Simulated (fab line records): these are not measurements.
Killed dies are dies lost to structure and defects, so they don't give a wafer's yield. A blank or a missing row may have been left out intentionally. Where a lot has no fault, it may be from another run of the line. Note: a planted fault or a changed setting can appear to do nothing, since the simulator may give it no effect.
One fault seen from 2 desks | flow sky130 | numbers are kept per desk, each desk with only its own; the story behind them comes last

## METROLOGY DESK
Means of the sampled wafers that have a number, per lot and without regard to the tool the lot ran on: this is what the gauges read. A lot is out of limits, marked OUT, if its mean lies more than 4 standard deviations from the usual mean; the brackets give that distance.
Columns: A = VIA4_HDPCVD_THK at SKY_VIA4_THK_MEAS_01, usual 1758 nm
lot  | first seen here | A
L945 | day 42 04:26    | 1758
L946 | day 42 06:31    | 1765
L947 | day 42 10:07    | 1758
L948 | day 42 22:06    | 1735
L950 | day 43 12:55    | 1741
L951 | day 43 13:05    | 1746
L953 | day 44 04:27    | 1777
L964 | day 46 20:59    | 1786
L965 | day 47 01:17    | 1743
L966 | day 47 17:52    | 1756
L967 | day 47 20:00    | 1765
L968 | day 48 01:44    | 1724
Result from this desk: across the 12 lots, nothing is out of limits.

## DESK OF THE TOOL OWNER: cvdW-01
The tool's own readings at SKY_VIA1_CVD_21 (deposits W, target thk 270 nm, time 80.902 s): means of the sampled wafers that have a number, for each lot that ran on this tool. A lot is out of limits, marked OUT, if its mean lies more than 4 standard deviations from the usual mean; the brackets give that distance.
Columns: A = heaterPowerW at SKY_VIA1_CVD_21, usual 839 W
lot  | first seen here | A
L945 | day 34 09:40    | 841
L948 | day 35 04:20    | 799
L951 | day 35 20:40    | 794
L953 | day 36 17:11    | 820
L966 | day 40 15:08    | 796
L967 | day 40 21:43    | 822
Result from this desk: across the 6 lots, nothing is out of limits.

## ALL TOGETHER
The metrology desk saw nothing out of limits.
Nothing out of limits was seen by the tool owner's desk.

## WHAT THE SIMULATOR HAD INSERTED
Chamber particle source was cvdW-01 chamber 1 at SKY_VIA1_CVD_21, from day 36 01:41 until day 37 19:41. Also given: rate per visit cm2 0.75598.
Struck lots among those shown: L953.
